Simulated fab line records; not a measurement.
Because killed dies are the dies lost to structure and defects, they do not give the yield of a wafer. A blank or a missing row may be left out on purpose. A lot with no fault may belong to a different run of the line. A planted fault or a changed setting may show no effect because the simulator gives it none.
2 desks, one fault -- flow sky130 -- numbers are kept per desk, each desk with only its own; the story behind them comes last

AT THE TOOL OWNER'S DESK: lpcvd-02
The tool's own readings at SKY_SPACER_CVD_00 (deposits Si3N4 from DCS/NH3, target thk 43.1 nm, time 740 s): means of the sampled wafers that have a number, for each lot that ran on this tool. A lot is out of limits, marked OUT, if its mean lies more than 4 standard deviations from the usual mean; the brackets give that distance.
Columns: A = spike tc centre C at SKY_SPACER_CVD_00, usual 771.8 C; B = spike tc lower C at SKY_SPACER_CVD_00, usual 770.3 C; C = spike tc upper C at SKY_SPACER_CVD_00, usual 770.5 C; D = susceptor temp C at SKY_SPACER_CVD_00, usual 770.1 C; E = zone power lower pct at SKY_SPACER_CVD_00, usual 10.80 %
lot,first seen here,A,B,C,D,E
L635,day 22 15:53,770.5,769.8,771.7,769.9,10.60
L636,day 23 02:57,772.0,770.9,770.6,769.9,10.96
L637,day 23 16:40,771.8,770.0,769.7,770.1,10.90
L641,day 25 17:08,771.4,770.0,771.8,769.7,10.56
L642,day 25 17:08,772.7,770.2,770.0,769.9,10.94
L646,day 27 18:30,768.9,769.8,772.5,770.0,10.58
L650,day 28 04:17,772.8,770.7,770.0,770.4,10.99
L653,day 30 00:27,768.8,765.4 (-5.4) OUT,765.8,766.0 (-12) OUT,10.90
L655,day 30 08:01,767.3,766.3 (-4.4) OUT,766.3,766.4 (-11) OUT,10.85
L656,day 30 10:39,768.6,766.4 (-4.3) OUT,765.6,766.4 (-11) OUT,10.84
Finding of this desk: L653, L655, L656 out of limits; the first was L653 at day 30 00:27, on spike tc lower C at SKY_SPACER_CVD_00. L635, L636, L637, L641, L642, L646, L650 stayed within limits.

AT THE METROLOGY DESK
Lot by lot, what the gauges showed, no matter which tool ran the lot: averages of those sampled wafers that carry a number. A lot is out of limits, marked OUT, if its mean lies more than 4 standard deviations from the usual mean; the brackets give that distance.
Columns: A = SPACER_CVD_00_THK at SKY_SPACER_THK_MEAS_01, usual 43.1 nm; B = METAL1_ALCU_RS at SKY_METAL1_RS_MEAS_05, usual 0.1266 ohm/sq
lot,first seen here,A,B
L635,day 22 17:42,43.5,0.1255
L636,day 23 04:46,42.5,0.1258
L637,day 23 18:28,42.6,0.1246
L641,day 25 18:22,42.7,0.1251
L642,day 25 18:22,42.8,0.1261
L646,day 27 19:43,42.9,0.1272
L650,day 28 05:30,43.6,0.1268
L653,day 30 01:41,40.0 (-7.4) OUT,0.1233
L655,day 30 09:15,39.9 (-7.7) OUT,0.1267
L656,day 30 12:28,39.7 (-8.2) OUT,0.1267
This desk finds L653, L655, L656 out of limits, with the earliest case on L653 at day 30 01:41 (SPACER_CVD_00_THK at SKY_SPACER_THK_MEAS_01). L635, L636, L637, L641, L642, L646, L650 stayed within limits.

ALL TOGETHER
At day 30 00:27, on L653, L655, L656, the tool owner's desk was in a position to raise an alarm.
L653, L655, L656 would have let the metrology desk raise an alarm at day 30 01:41.
Of the lots named, all ran SKY_SPACER_CVD_00 on lpcvd-02.

WHAT THE SIMULATOR HAD INSERTED
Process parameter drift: lpcvd-02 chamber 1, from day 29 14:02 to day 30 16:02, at SKY_SPACER_CVD_00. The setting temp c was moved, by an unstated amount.
Lots struck among those shown: L653, L655, L656.
Hours from the fault's start to each desk's first reading out of limits: the tool owner's desk, 10; the metrology desk, 12.
